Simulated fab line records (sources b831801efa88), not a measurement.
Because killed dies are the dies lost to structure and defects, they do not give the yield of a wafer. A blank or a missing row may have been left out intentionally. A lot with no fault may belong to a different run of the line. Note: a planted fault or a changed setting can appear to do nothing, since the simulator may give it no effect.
fab line records	flow sky130
record lots=11	wafers=33	last_day=50
route steps=708 shown LI_CONTACT@381 LOCAL_INTERCONNECT@395 PAD_OPEN@708
lots with no fault: from the same line, run without faults
start_h: start of the lot's first displayed wafer, in hours after the record's first day	wait_h: hours from the lot's prior step to this one	" same as the row above	L1.1+2: several wafers, shown together as one row	- either no value or no given start	* or withheld: withheld	< > ~ a bound
route shown NAME@n: names a module that has steps shown in the file, with the first one's number in the route	usual: the fault-free wafers' mean and standard deviation	same: alike in all rows	chamber/n: place in a boat	sites: readings site by site	_std_site: standard deviation of those values	_edge_site: inner sites' mean taken away from outer sites' mean	radius_mm: how far each site lies from the wafer's centre	mask NAME#n: copy n	behind: the tool/chamber that last shaped the wafer	hold: reason for holding the lot/hours on hold/outcome of the hold	device: the transistor (n, p or np) that didn't switch	end of line: tests run on the same wafers once the route is complete	a step without rows: its recipe alone	killed: the dies lost at the first sort to structure and to defects; this is not the yield of the wafer	map: dies across one wafer; x = killed, . = not, _ = none there
set.NAME: the setting that was run; set.NAME@STEP: the one run at that earlier step	model.NAME: the simulator's own value behind a step, which no gauge read
steps of the route over a sample of lots; a table a step, a row a wafer
services: the hour from which a tool's chamber was out of use, counted from the record's first day as start_h (under 0 if before that day), plus the number of hours and why
## steps
# step SKY_LI_CONTACT_SPUTTER_19
# recipe material=Ti	target_thk_nm=20	chamber_pressure_pa=5	power_w=2500	substrate_temp_c=200	time_s=106.37
# usual throttle_valve_pct=30.0/0.97
lot.wafer	tool	chamber	start_h	wait_h	throttle_valve_pct
L652.1	pvd_sputter-02	-	674.50	0.0	31.4
L652.4	"	-	"	"	30.0
L652.5	"	-	"	"	31.5
L655.2	pvd_sputter-01	-	699.63	0.0	30.4
L655.3	"	-	"	"	28.4
L655.4	"	-	"	"	28.5
L656.2	pvd_sputter-03	-	700.75	0.0	28.9
L656.3	"	-	"	"	30.4
L656.5	"	-	"	"	29.5
L657.2	pvd_sputter-01	-	726.63	0.0	31.5
L657.3	"	-	"	"	28.5
L657.5	"	-	"	"	28.6
L662.1	pvd_sputter-01	-	767.16	0.0	28.6
L662.3	"	-	"	"	30.4
L662.5	"	-	"	"	28.9
L664.1	pvd_sputter-01	-	780.03	0.0	31.2
L664.2	"	-	"	"	28.5
L664.4	"	-	"	"	28.4
L666.1	pvd_sputter-02	-	791.22	0.0	30.1
L666.2	"	-	"	"	30.3
L666.3	"	-	"	"	30.6
L668.2	pvd_sputter-03	-	805.99	0.0	30.3
L668.4	"	-	"	"	30.2
L668.5	"	-	"	"	30.1
L670.3	pvd_sputter-01	-	820.50	0.0	28.5
L670.4	"	-	"	"	30.7
L670.6	"	-	"	"	30.9
L674.2	pvd_sputter-01	-	844.01	0.0	30.7
L674.3	"	-	"	"	31.0
L674.6	"	-	"	"	31.1
L675.2	pvd_sputter-01	-	856.95	0.0	31.3
L675.3	"	-	"	"	28.5
L675.5	"	-	"	"	30.8
# step SKY_LOCAL_INTERCONNECT_EXPOSE_08
# recipe mask_id=LI1M	na=0.8	source_shape=annular	sigma_inner=0.55	sigma_outer=0.85	target_cd_nm=170	dose_mj=28
# usual exposure_dose_mJ_cm2=28.06/0.093
# same sigma_inner=0.55
lot.wafer	tool	chamber	start_h	wait_h	mask	exposure_dose_mJ_cm2
L652.1	krf_scanner-01	0	689.72	-	LI1M#0	28.15
L652.4	"	0	"	"	LI1M#0	28.16
L652.5	"	0	"	"	LI1M#0	28.16
L655.2	krf_scanner-01	0	714.01	-	LI1M#0	28.15
L655.3	"	0	"	"	LI1M#0	28.16
L655.4	"	0	"	"	LI1M#0	28.17
L656.2	krf_scanner-02	0	715.30	-	LI1M#0	27.93
L656.3	"	0	"	"	LI1M#0	27.97
L656.5	"	0	"	"	LI1M#0	27.92
L657.2	krf_scanner-01	0	741.43	-	LI1M#0	28.18
L657.3	"	0	"	"	LI1M#0	28.16
L657.5	"	0	"	"	LI1M#0	28.19
L662.1	krf_scanner-01	0	781.94	-	LI1M#0	28.18
L662.3	"	0	"	"	LI1M#0	28.22
L662.5	"	0	"	"	LI1M#0	28.22
L664.1	krf_scanner-01	0	794.81	-	LI1M#0	28.10
L664.2	"	0	"	"	LI1M#0	28.14
L664.4	"	0	"	"	LI1M#0	28.17
L666.1	krf_scanner-02	0	805.59	-	LI1M#0	27.95
L666.2	"	0	"	"	LI1M#0	27.98
L666.3	"	0	"	"	LI1M#0	27.98
L668.2	krf_scanner-02	0	820.30	-	LI1M#0	27.97
L668.4	"	0	"	"	LI1M#0	27.98
L668.5	"	0	"	"	LI1M#0	27.93
L670.3	krf_scanner-02	0	834.88	-	LI1M#0	27.99
L670.4	"	0	"	"	LI1M#0	27.99
L670.6	"	0	"	"	LI1M#0	27.97
L674.2	krf_scanner-01	0	858.13	-	LI1M#0	28.16
L674.3	"	0	"	"	LI1M#0	28.12
L674.6	"	0	"	"	LI1M#0	28.17
L675.2	krf_scanner-02	0	871.38	-	LI1M#0	27.97
L675.3	"	0	"	"	LI1M#0	27.94
L675.5	"	0	"	"	LI1M#0	27.98
# step SKY_LOCAL_INTERCONNECT_CD_MEAS_11
# recipe target_cd_nm=170
# usual cd_nm=170.0/1.4
lot.wafer	tool	chamber	start_h	wait_h	cd_nm
L652.1	cd_sem-02	-	703.62	-	168.3
L652.4	"	-	"	"	167.7
L652.5	"	-	"	"	167.3
L655.2	cd_sem-02	-	727.93	-	170.4
L655.3	"	-	"	"	170.0
L655.4	"	-	"	"	170.7
L656.2	cd_sem-02	-	729.06	-	168.8
L656.3	"	-	"	"	168.2
L656.5	"	-	"	"	169.0
L657.2	cd_sem-02	-	754.71	-	169.3
L657.3	"	-	"	"	167.9
L657.5	"	-	"	"	169.4
L662.1	cd_sem-01	-	794.87	-	135.6
L662.3	"	-	"	"	113.8
L662.5	"	-	"	"	124.5
L664.1	cd_sem-01	-	807.79	-	141.3
L664.2	"	-	"	"	148.8
L664.4	"	-	"	"	140.2
L666.1	cd_sem-01	-	818.59	-	171.1
L666.2	"	-	"	"	171.2
L666.3	"	-	"	"	170.2
L668.2	cd_sem-01	-	833.01	-	169.2
L668.4	"	-	"	"	171.2
L668.5	"	-	"	"	169.8
L670.3	cd_sem-01	-	848.28	-	171.3
L670.4	"	-	"	"	170.6
L670.6	"	-	"	"	170.1
L674.2	cd_sem-01	-	871.24	-	170.2
L674.3	"	-	"	"	172.1
L674.6	"	-	"	"	171.8
L675.2	cd_sem-02	-	884.38	-	167.5
L675.3	"	-	"	"	167.8
L675.5	"	-	"	"	168.5
# step SKY_LOCAL_INTERCONNECT_METAL_ETCH_14
# recipe target_depth_nm=110	stop_on=PSG	chemistry=Cl2/BCl3	target=TiN	resist_sidewall_deg=88	pressure_mtorr=10	icp_w=900	bias_w=48.5	Cl2_flow_sccm=60	bcl3_flow_sccm=30	time_s=31.4
# usual bcl3_flow_sccm=30.01/0.087	drypump_motor_current_A=5.96/0.17	oes_product_au=0.940/0.0067	throttle_valve_pct=21.902/0.009
lot.wafer	tool	chamber	start_h	wait_h	bcl3_flow_sccm	drypump_motor_current_A	oes_product_au	rf_hours_counter_h	throttle_valve_pct
L652.1	rie_metal-03	1	703.84	0.0	30.00	5.96	0.935	3	21.909
L652.4	"	0	"	"	30.04	6.06	0.927	-	21.909
L652.5	"	1	"	"	29.95	5.96	0.933	-	21.897
L655.2	rie_metal-03	0	728.13	0.0	30.04	6.09	0.941	7	21.899
L655.3	"	1	"	"	30.02	6.00	0.940	-	21.905
L655.4	"	0	"	"	29.99	6.09	0.942	-	21.896
L656.2	rie_metal-04	0	729.25	0.0	30.05	5.95	0.951	0	21.907
L656.3	"	0	"	"	29.98	5.97	0.949	-	21.893
L656.5	"	0	"	"	30.06	5.97	0.954	-	21.892
L657.2	rie_metal-03	0	754.90	0.0	29.96	6.09	0.946	8	21.898
L657.3	"	1	"	"	30.12	5.95	0.949	-	21.892
L657.5	"	1	"	"	29.96	5.99	0.953	-	21.890
L662.1	rie_metal-04	0	796.57	0.0	29.92	5.97	0.936	3	21.906
L662.3	"	1	"	"	30.08	6.24	0.943	-	21.901
L662.5	"	1	"	"	30.00	6.22	0.949	-	21.893
L664.1	rie_metal-02	0	808.00	0.0	29.90	5.62	0.933	15	21.905
L664.2	"	1	"	"	29.93	5.81	0.942	8	21.908
L664.4	"	0	"	"	29.93	5.64	0.939	-	21.900
L666.1	rie_metal-04	0	818.80	0.0	30.01	5.97	0.940	4	21.894
L666.2	"	1	"	"	30.06	6.22	0.925	8	21.903
L666.3	"	1	"	"	30.21	6.20	0.939	-	21.911
L668.2	rie_metal-04	1	833.20	0.0	29.87	6.19	0.936	8	21.904
L668.4	"	0	"	"	30.01	5.96	0.951	-	21.883
L668.5	"	0	"	"	29.89	5.98	0.940	-	21.893
L670.3	rie_metal-03	1	848.47	0.0	30.15	6.00	0.943	-	21.898
L670.4	"	0	"	"	29.83	6.05	0.928	-	21.902
L670.6	"	0	"	"	29.86	6.03	0.926	-	21.917
L674.2	rie_metal-02	1	871.52	0.1	30.12	5.85	0.937	-	21.906
L674.3	"	1	"	"	30.06	5.84	0.925	-	21.920
L674.6	"	1	"	"	30.00	5.82	0.944	-	21.911
L675.2	rie_metal-04	1	884.58	0.0	30.05	6.15	0.937	10	21.900
L675.3	"	1	"	"	30.11	6.17	0.928	-	21.907
L675.5	"	1	"	"	30.11	6.16	0.943	-	21.895
# step SKY_LOCAL_INTERCONNECT_STRIP_15
# recipe chemistry=O2/N2	power_w=1400	pressure_mtorr=1500	platen_temp_c=withheld	o2_flow_sccm=3000	n2_flow_sccm=300	overash_fraction=0.5
# usual drypump_motor_current_A=6.0/0.4	oes_product_au=0.427/0.0052	strip_time_to_endpoint_s=4.729/0.018
lot.wafer	tool	chamber	start_h	wait_h	drypump_motor_current_A	oes_product_au	rf_hours_counter_h	strip_time_to_endpoint_s
L652.1	plasma_asher-01	0	703.89	0.0	5.4	0.427	89	4.721
L652.4	"	0	"	"	5.4	0.435	-	4.729
L652.5	"	1	"	"	6.6	0.429	-	4.711
L655.2	plasma_asher-04	1	728.18	0.0	6.0	0.423	59	4.754
L655.3	"	1	"	"	6.0	0.425	-	4.737
L655.4	"	0	"	"	5.6	0.429	-	4.751
L656.2	plasma_asher-01	1	729.31	0.0	6.6	0.421	91	4.721
L656.3	"	0	"	"	5.4	0.426	-	4.714
L656.5	"	0	"	"	5.4	0.428	-	4.721
L657.2	plasma_asher-01	0	754.96	0.0	5.4	0.428	94	4.726
L657.3	"	0	"	"	5.4	0.436	-	4.738
L657.5	"	0	"	"	5.4	0.433	-	4.727
L662.1	plasma_asher-03	1	796.62	0.0	6.4	0.428	36	4.758
L662.3	"	0	"	"	6.0	0.433	-	4.721
L662.5	"	1	"	"	6.4	0.439	-	4.731
L664.1	plasma_asher-03	1	808.06	0.0	6.3	0.428	37	4.724
L664.2	"	0	"	"	5.9	0.421	37	4.714
L664.4	"	0	"	"	6.0	0.425	-	4.716
L666.1	plasma_asher-03	1	818.86	0.0	6.4	0.429	38	4.702
L666.2	"	0	"	"	5.9	0.426	38	4.723
L666.3	"	0	"	"	6.0	0.430	-	4.709
L668.2	plasma_asher-01	1	833.26	0.0	6.6	0.425	101	4.716
L668.4	"	0	"	"	5.4	0.434	-	4.722
L668.5	"	1	"	"	6.6	0.429	-	4.706
L670.3	plasma_asher-01	1	848.54	0.1	6.6	0.420	-	4.719
L670.4	"	0	"	"	5.4	0.428	-	4.757
L670.6	"	0	"	"	5.4	0.423	-	4.743
L674.2	plasma_asher-04	1	871.60	0.1	6.0	0.424	73	4.734
L674.3	"	1	"	"	6.0	0.423	-	4.750
L674.6	"	1	"	"	6.0	0.425	-	4.738
L675.2	plasma_asher-04	0	884.63	0.0	5.6	0.433	75	4.728
L675.3	"	1	"	"	6.0	0.430	-	4.728
L675.5	"	0	"	"	5.6	0.428	-	4.743
# step SKY_PAD_OPEN_PROBE_99
# usual killed_at_M0_to_M3=42/6.9	killed_at_M4_up=3.2/1.7	killed_at_contacts=23/5.5	killed_at_front_end=16/4	killed_at_other=0.4/0.55	killed_dies=85/9.2	killed_on_rim=16/3.5	killed_open=46/6.8	killed_short=38/6.2
# same gross_dies=492	killed_at_back_side=0
lot.wafer	tool	chamber	start_h	wait_h	killed_at_M0_to_M3	killed_at_M4_up	killed_at_contacts	killed_at_front_end	killed_at_other	killed_dies	killed_on_rim	killed_open	killed_short
L652.1	prober-02	-	1071.28	0.1	33	6	19	13	0	71	13	35	36
L652.4	prober-02	-	1071.43	0.2	36	2	27	7	0	72	12	40	32
L652.5	prober-02	-	1071.48	0.2	37	3	28	14	0	82	12	49	33
L655.2	prober-01	-	1091.01	0.1	42	3	18	18	0	81	19	44	36
L655.3	prober-01	-	1091.06	0.2	45	3	22	15	0	85	13	45	38
L655.4	prober-01	-	1091.11	0.2	40	3	18	17	0	78	13	42	36
L656.2	prober-02	-	1092.68	0.1	53	2	27	16	0	98	22	52	46
L656.3	prober-02	-	1092.73	0.2	40	2	29	13	0	84	16	45	39
L656.5	prober-02	-	1092.83	0.2	41	4	19	10	1	75	16	40	35
L657.2	prober-01	-	1112.23	0.1	40	4	28	13	1	86	16	39	46
L657.3	prober-01	-	1112.28	0.2	33	3	20	21	0	77	17	46	31
L657.5	prober-01	-	1112.38	0.2	39	7	27	17	1	91	15	47	43
L662.1	prober-01	-	1142.73	0.1	33	3	344	20	1	401	74	38	43
L662.3	prober-01	-	1142.83	0.2	37	4	440	11	0	492	96	53	27
L662.5	prober-01	-	1142.93	0.2	46	1	419	23	0	489	93	54	44
L664.1	prober-02	-	1151.43	0.1	31	3	172	21	1	228	40	29	47
L664.2	prober-02	-	1151.48	0.1	31	4	50	21	0	106	22	45	36
L664.4	prober-02	-	1151.58	0.2	38	3	218	21	0	280	58	48	50
L666.1	prober-02	-	1156.03	0.1	45	2	20	17	1	85	15	46	39
L666.2	prober-02	-	1156.08	0.1	55	3	36	19	0	113	22	55	58
L666.3	prober-02	-	1156.13	0.2	45	3	21	19	0	88	18	41	45
L668.2	prober-02	-	1171.16	0.1	42	7	22	8	1	80	16	44	34
L668.4	prober-02	-	1171.26	0.2	43	5	27	19	0	94	18	54	39
L668.5	prober-02	-	1171.31	0.2	46	2	27	15	0	90	25	54	35
L670.3	prober-02	-	1176.58	0.2	38	3	32	17	0	90	17	51	38
L670.4	prober-02	-	1176.63	0.2	46	2	26	15	0	89	15	49	40
L670.6	prober-02	-	1176.73	0.2	47	3	18	12	0	80	15	54	26
L674.2	prober-02	-	1191.93	0.1	43	7	24	14	1	89	15	50	39
L674.3	prober-02	-	1191.98	0.2	42	2	21	21	1	87	20	47	40
L674.6	prober-02	-	1192.13	0.2	28	1	20	15	2	66	15	36	30
L675.2	prober-01	-	1200.71	0.1	39	4	13	17	0	73	11	38	35
L675.3	prober-01	-	1200.76	0.2	48	3	20	15	1	87	9	47	38
L675.5	prober-01	-	1200.86	0.2	39	7	24	18	2	90	19	41	45
# killed by level:class
L652.1 VIA1:geometric_particle:open=10 CONTACT:geometric_particle:open=7 METAL4:geometric_particle:short=6 VIA3:geometric_particle:open=4 FIELD_ISO:geometric_particle:open=3 VIA2:geometric_particle:short=3 POLY_GATE:geometric_particle:short=3 LI_CONTACT:geometric_particle:open=3
L652.4 CONTACT:geometric_particle:open=9 VIA1:geometric_particle:open=8 LI_CONTACT:geometric_particle:open=6 METAL2:geometric_particle:short=6 VIA3:geometric_particle:open=6 METAL1:geometric_particle:short=5 LOCAL_INTERCONNECT:geometric_particle:short=5 VIA2:geometric_particle:open=5
L652.5 LI_CONTACT:geometric_particle:open=9 VIA2:geometric_particle:open=9 VIA3:geometric_particle:open=9 LOCAL_INTERCONNECT:geometric_particle:short=7 CONTACT:geometric_particle:open=6 VIA1:geometric_particle:open=6 POLY_GATE:geometric_particle:short=4 VIA1:geometric_particle:short=4
L655.2 CONTACT:geometric_particle:open=10 VIA1:geometric_particle:open=7 VIA2:geometric_particle:open=7 VIA3:geometric_particle:open=7 METAL2:geometric_particle:short=5 FIELD_ISO:geometric_particle:short=4 POLY_GATE:geometric_particle:short=4 METAL1:geometric_particle:short=4
L655.3 CONTACT:geometric_particle:open=8 VIA2:geometric_particle:open=8 LI_CONTACT:geometric_particle:open=6 VIA1:geometric_particle:short=6 VIA1:geometric_particle:open=6 VIA3:geometric_particle:open=6 CONTACT:geometric_particle:short=5 FIELD_ISO:geometric_particle:open=4
L655.4 VIA1:geometric_particle:open=11 VIA1:geometric_particle:short=7 FIELD_ISO:geometric_particle:short=6 CONTACT:geometric_particle:open=6 LI_CONTACT:geometric_particle:open=5 VIA2:geometric_particle:open=5 METAL2:geometric_particle:short=5 POLY_GATE:geometric_particle:open=4
L656.2 VIA1:geometric_particle:open=15 CONTACT:geometric_particle:short=8 METAL1:geometric_particle:short=7 CONTACT:geometric_particle:open=6 VIA3:geometric_particle:open=6 LOCAL_INTERCONNECT:geometric_particle:short=5 METAL2:geometric_particle:short=5 VIA2:geometric_particle:open=5
L656.3 LI_CONTACT:geometric_particle:open=10 CONTACT:geometric_particle:open=9 VIA1:geometric_particle:open=8 VIA2:geometric_particle:open=8 FIELD_ISO:geometric_particle:short=5 METAL1:geometric_particle:short=5 POLY_GATE:geometric_particle:short=4 LOCAL_INTERCONNECT:geometric_particle:short=4
L656.5 CONTACT:geometric_particle:open=10 VIA1:geometric_particle:open=8 VIA3:geometric_particle:open=6 METAL1:geometric_particle:short=5 VIA2:geometric_particle:short=5 VIA3:geometric_particle:short=5 VIA2:geometric_particle:open=4 POLY_GATE:geometric_particle:short=3
L657.2 LI_CONTACT:geometric_particle:open=10 CONTACT:geometric_particle:short=9 CONTACT:geometric_particle:open=8 VIA2:geometric_particle:short=7 METAL1:geometric_particle:short=6 VIA2:geometric_particle:open=6 POLY_GATE:geometric_particle:short=5 VIA1:geometric_particle:short=5
L657.3 VIA1:geometric_particle:open=10 LI_CONTACT:geometric_particle:open=9 CONTACT:geometric_particle:open=7 POLY_GATE:geometric_particle:short=6 METAL2:geometric_particle:short=6 POLY_GATE:geometric_particle:open=5 VIA2:geometric_particle:open=5 FIELD_ISO:geometric_particle:short=4
L657.5 LI_CONTACT:geometric_particle:open=7 VIA3:geometric_particle:open=7 METAL1:geometric_particle:short=6 CONTACT:geometric_particle:open=6 VIA1:geometric_particle:open=6 METAL2:geometric_particle:short=6 FIELD_ISO:geometric_particle:open=5 LI_CONTACT:geometric_particle:short=5
L662.1 LOCAL_INTERCONNECT:area_expose=320 CONTACT:geometric_particle:open=10 VIA1:geometric_particle:open=9 METAL1:geometric_particle:short=7 POLY_GATE:geometric_particle:short=5 LI_CONTACT:geometric_particle:short=5 METAL3:geometric_particle:short=5 FIELD_ISO:geometric_particle:short=4
L662.3 LOCAL_INTERCONNECT:area_expose=412 CONTACT:geometric_particle:open=12 VIA1:geometric_particle:open=11 VIA3:geometric_particle:open=7 LI_CONTACT:geometric_particle:open=6 VIA2:geometric_particle:open=6 POLY_GATE:geometric_particle:open=4 CONTACT:geometric_particle:short=4
L662.5 LOCAL_INTERCONNECT:area_expose=391 VIA1:geometric_particle:open=12 CONTACT:geometric_particle:open=10 FIELD_ISO:geometric_particle:short=7 VIA3:geometric_particle:open=7 POLY_GATE:geometric_particle:open=7 LI_CONTACT:geometric_particle:open=6 CONTACT:geometric_particle:short=6
L664.1 LOCAL_INTERCONNECT:area_expose=152 VIA1:geometric_particle:short=6 POLY_GATE:geometric_particle:open=5 POLY_GATE:geometric_particle:short=5 LOCAL_INTERCONNECT:geometric_particle:short=5 VIA2:geometric_particle:short=5 VIA3:geometric_particle:open=5 CONTACT:geometric_particle:open=4
L664.2 LOCAL_INTERCONNECT:area_expose=25 CONTACT:geometric_particle:open=10 VIA1:geometric_particle:open=10 LI_CONTACT:geometric_particle:open=6 FIELD_ISO:geometric_particle:short=5 VIA1:geometric_particle:short=5 POLY_GATE:geometric_particle:open=5 LOCAL_INTERCONNECT:geometric_particle:short=5
L664.4 LOCAL_INTERCONNECT:area_expose=182 CONTACT:geometric_particle:open=10 FIELD_ISO:geometric_particle:short=9 LI_CONTACT:geometric_particle:open=9 VIA1:geometric_particle:open=9 METAL1:geometric_particle:short=8 POLY_GATE:geometric_particle:short=7 LI_CONTACT:geometric_particle:short=7
L666.1 VIA1:geometric_particle:open=9 CONTACT:geometric_particle:open=9 VIA3:geometric_particle:open=8 VIA2:geometric_particle:open=7 FIELD_ISO:geometric_particle:open=6 METAL1:geometric_particle:short=6 FIELD_ISO:geometric_particle:short=5 LOCAL_INTERCONNECT:geometric_particle:short=5
L666.2 CONTACT:geometric_particle:open=16 VIA1:geometric_particle:open=11 VIA1:geometric_particle:short=11 FIELD_ISO:geometric_particle:short=8 CONTACT:geometric_particle:short=7 VIA2:geometric_particle:open=7 LOCAL_INTERCONNECT:geometric_particle:short=6 VIA2:geometric_particle:short=5
L666.3 METAL1:geometric_particle:short=15 LI_CONTACT:geometric_particle:open=9 VIA1:geometric_particle:open=8 VIA3:geometric_particle:open=6 FIELD_ISO:geometric_particle:short=5 POLY_GATE:geometric_particle:short=4 POLY_GATE:geometric_particle:open=4 METAL2:geometric_particle:short=4
L668.2 VIA1:geometric_particle:open=14 LI_CONTACT:geometric_particle:open=7 CONTACT:geometric_particle:open=7 VIA2:geometric_particle:open=6 VIA1:geometric_particle:short=5 CONTACT:geometric_particle:short=4 METAL2:geometric_particle:short=4 VIA3:geometric_particle:open=4
L668.4 VIA1:geometric_particle:open=13 CONTACT:geometric_particle:open=10 VIA2:geometric_particle:open=8 LI_CONTACT:geometric_particle:open=6 FIELD_ISO:geometric_particle:open=5 POLY_GATE:geometric_particle:short=5 CONTACT:geometric_particle:short=5 FIELD_ISO:geometric_particle:short=4
L668.5 VIA1:geometric_particle:open=12 VIA3:geometric_particle:open=11 LI_CONTACT:geometric_particle:open=11 LOCAL_INTERCONNECT:geometric_particle:short=5 CONTACT:geometric_particle:open=5 VIA1:geometric_particle:short=5 FIELD_ISO:geometric_particle:short=4 LI_CONTACT:geometric_particle:short=4
L670.3 VIA1:geometric_particle:open=12 CONTACT:geometric_particle:open=12 LI_CONTACT:geometric_particle:open=5 CONTACT:geometric_particle:short=5 VIA2:geometric_particle:open=5 FIELD_ISO:geometric_particle:short=4 POLY_GATE:geometric_particle:open=4 LOCAL_INTERCONNECT:geometric_particle:short=4
L670.4 CONTACT:geometric_particle:open=11 VIA1:geometric_particle:open=10 FIELD_ISO:geometric_particle:open=8 VIA3:geometric_particle:open=8 CONTACT:geometric_particle:short=6 VIA1:geometric_particle:short=6 POLY_GATE:geometric_particle:short=5 METAL3:geometric_particle:short=5
L670.6 VIA1:geometric_particle:open=19 CONTACT:geometric_particle:open=8 VIA2:geometric_particle:open=8 FIELD_ISO:geometric_particle:short=7 METAL2:geometric_particle:short=6 LI_CONTACT:geometric_particle:open=5 VIA3:geometric_particle:open=4 METAL1:geometric_particle:short=3
L674.2 VIA1:geometric_particle:open=15 CONTACT:geometric_particle:open=9 LI_CONTACT:geometric_particle:open=8 FIELD_ISO:geometric_particle:short=6 METAL4:geometric_particle:short=6 VIA1:geometric_particle:short=6 VIA2:geometric_particle:open=6 CONTACT:geometric_particle:short=5
L674.3 LI_CONTACT:geometric_particle:open=10 VIA1:geometric_particle:open=7 VIA2:geometric_particle:open=7 VIA3:geometric_particle:short=6 VIA3:geometric_particle:open=6 POLY_CUT:geometric_particle:open=5 CONTACT:geometric_particle:open=5 VIA1:geometric_particle:short=5
L674.6 LI_CONTACT:geometric_particle:open=9 CONTACT:geometric_particle:open=7 VIA1:geometric_particle:open=5 METAL2:geometric_particle:short=5 VIA3:geometric_particle:open=4 FIELD_ISO:geometric_particle:short=3 POLY_CUT:geometric_particle:short=3 CONTACT:geometric_particle:short=3
L675.2 VIA1:geometric_particle:open=10 LI_CONTACT:geometric_particle:open=7 VIA2:geometric_particle:open=7 POLY_GATE:geometric_particle:short=5 POLY_GATE:geometric_particle:open=5 FIELD_ISO:geometric_particle:short=4 METAL1:geometric_particle:short=4 VIA3:geometric_particle:open=4
L675.3 VIA1:geometric_particle:open=9 CONTACT:geometric_particle:open=9 VIA2:geometric_particle:open=8 VIA3:geometric_particle:open=6 LI_CONTACT:geometric_particle:open=5 METAL2:geometric_particle:short=5 METAL1:geometric_particle:short=4 VIA1:geometric_particle:short=4
L675.5 VIA1:geometric_particle:open=11 VIA1:geometric_particle:short=8 CONTACT:geometric_particle:short=7 CONTACT:geometric_particle:open=7 METAL4:geometric_particle:short=7 POLY_GATE:geometric_particle:open=6 LI_CONTACT:geometric_particle:open=6 POLY_GATE:geometric_particle:short=5
## services
tool	chamber	start_h	hours	kind
krf_scanner-02	-	681.17	1.3	pm
plasma_asher-01	-	682.91	0.3	repair
krf_scanner-01	-	705.86	1.3	pm
rie_metal-03	1	732.81	1.3	repair
krf_scanner-01	-	739.00	1.4	repair
krf_scanner-01	-	748.78	0.8	pm
krf_scanner-02	-	767.14	6.5	repair
krf_scanner-02	-	773.65	0.8	pm
krf_scanner-01	-	783.58	1.0	pm
krf_scanner-02	-	806.81	1.0	pm
pvd_sputter-01	-	807.96	1.9	repair
pvd_sputter-01	-	817.38	2.1	repair
pvd_sputter-01	-	817.56	1.5	repair
krf_scanner-02	-	829.86	4.4	pm
krf_scanner-01	-	834.23	3.6	pm
krf_scanner-02	-	848.44	4.0	pm
krf_scanner-02	-	857.07	1.3	pm
krf_scanner-01	-	859.72	0.3	repair
pvd_sputter-01	-	866.11	1.0	repair
krf_scanner-02	-	876.76	0.8	pm
plasma_asher-01	-	877.02	18.8	repair
pvd_sputter-01	-	878.48	3.2	repair
plasma_asher-01	-	879.27	0.5	repair
krf_scanner-01	-	881.76	1.3	pm
## key
first_sign step=SKY_LOCAL_INTERCONNECT_CD_MEAS_11	reading=cd_nm	direction=down	sigmas=26	usual=170.0	struck=134.0
effect step=SKY_PAD_OPEN_PROBE_99	reading=killed_at_contacts	direction=up	sigmas=46	usual=23	struck=274
more_kills_born_at SKY_LOCAL_INTERCONNECT_EXPOSE_08@krf_scanner-01=1483
met_at SKY_LOCAL_INTERCONNECT_EXPOSE_08
struck_lots L662,L664
later_rows_left_out L662.1,L662.3,L662.5
tester_left_out L662,L664
not_acting_at SKY_LI_CONTACT_SPUTTER_19,SKY_LOCAL_INTERCONNECT_METAL_ETCH_14,SKY_LOCAL_INTERCONNECT_STRIP_15
onset_between 741.43 781.94
fault kind=process_parameter_drift	tool=krf_scanner-01	chamber=-	onset_h=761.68	steps=SKY_LOCAL_INTERCONNECT_EXPOSE_08	channel=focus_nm	offset=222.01	spread_by_wafer=0.3	shape=step	end_h=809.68
# tester_left_out: of these lots the tester's yield and bins aren't shown, on N5 and GAA mostly nor the transistor test; their killed dies are dies lost to structure and defects alone, not to doping, threshold or leakage, so they don't give the yield
# later_rows_left_out: the simulator's readings of these wafers behind a module that went badly wrong aren't trusted and aren't shown, but for the sort
